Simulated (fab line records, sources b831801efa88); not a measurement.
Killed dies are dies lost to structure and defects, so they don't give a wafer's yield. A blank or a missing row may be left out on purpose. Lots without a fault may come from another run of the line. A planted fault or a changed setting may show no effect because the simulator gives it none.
Chamber matching | flow gf180mcu | GF_V2_CVD_02 on pecvd-04: 3 sister chambers
The step deposits SiO2 from TEOS, target thk 850 nm, time 94.851 s. 27 wafers are shown with their chamber, then 12 later ones without.

WAFERS WITH THEIR CHAMBER
wafer  | chamber | heater_power_w (W)
L074.1 | 1       | 567
L074.2 | 0       | 721
L074.6 | 1       | 573
L076.1 | 0       | 781
L076.2 | 1       | 523
L076.3 | 2       | 447
L076.4 | 0       | 626
L076.5 | 1       | 543
L076.6 | 2       | 494
L078.1 | 0       | 775
L078.2 | 2       | 578
L078.6 | 2       | 445
L083.1 | 0       | 730
L083.2 | 1       | 533
L083.3 | 2       | 444
L083.4 | 0       | 775
L083.5 | 2       | 502
L083.6 | 1       | 582
L084.3 | 2       | 531
L084.4 | 0       | 629
L084.6 | 1       | 555
L087.4 | 2       | 441
L087.5 | 1       | 458
L087.6 | 0       | 725
L092.2 | 1       | 476
L092.3 | 2       | 565
L092.4 | 2       | 433

SIGNATURES (means of the wafers above)
reading        | chamber 0 | chamber 1 | chamber 2 | scatter within a chamber
heater_power_w | 720.25    | 534.44    | 488.00    | 53.4
Rule: a wafer's distance from a chamber is the root of the sum, over the readings, of the square of ((its reading less the chamber's mean) divided by the reading's scatter). The wafer belongs to the nearest chamber; if the next one is less than 2 further off, it can't be placed. The scatter: the root of (the sum of the squares of (reading less its chamber's mean) over the shown wafers, divided by (wafers less chambers)).

WAFERS WITHOUT THEIR CHAMBER
wafer  | heater_power_w (W)
L093.1 | 695
L093.3 | 586
L093.5 | 543
L094.1 | 817
L094.2 | 533
L094.3 | 535
L094.4 | 636
L094.5 | 579
L094.6 | 558
L097.2 | 515
L097.3 | 754
L097.6 | 562

WHICH CHAMBER EACH WENT THROUGH
wafer  | from the rows above          | in truth
L093.1 | 0                            | 0
L093.3 | can't be placed: 1 or 2 or 0 | 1
L093.5 | can't be placed: 1 or 2      | 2
L094.1 | 0                            | 0
L094.2 | can't be placed: 1 or 2      | 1
L094.3 | can't be placed: 1 or 2      | 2
L094.4 | can't be placed: 0 or 1 or 2 | 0
L094.5 | can't be placed: 1 or 2 or 0 | 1
L094.6 | can't be placed: 1 or 2      | 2
L097.2 | can't be placed: 1 or 2      | 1
L097.3 | 0                            | 0
L097.6 | can't be placed: 1 or 2      | 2
Placed correctly: 3 of 12. Can't be placed from these rows: 9 (the true chamber is among the candidates in 9). Placed wrongly: 0.
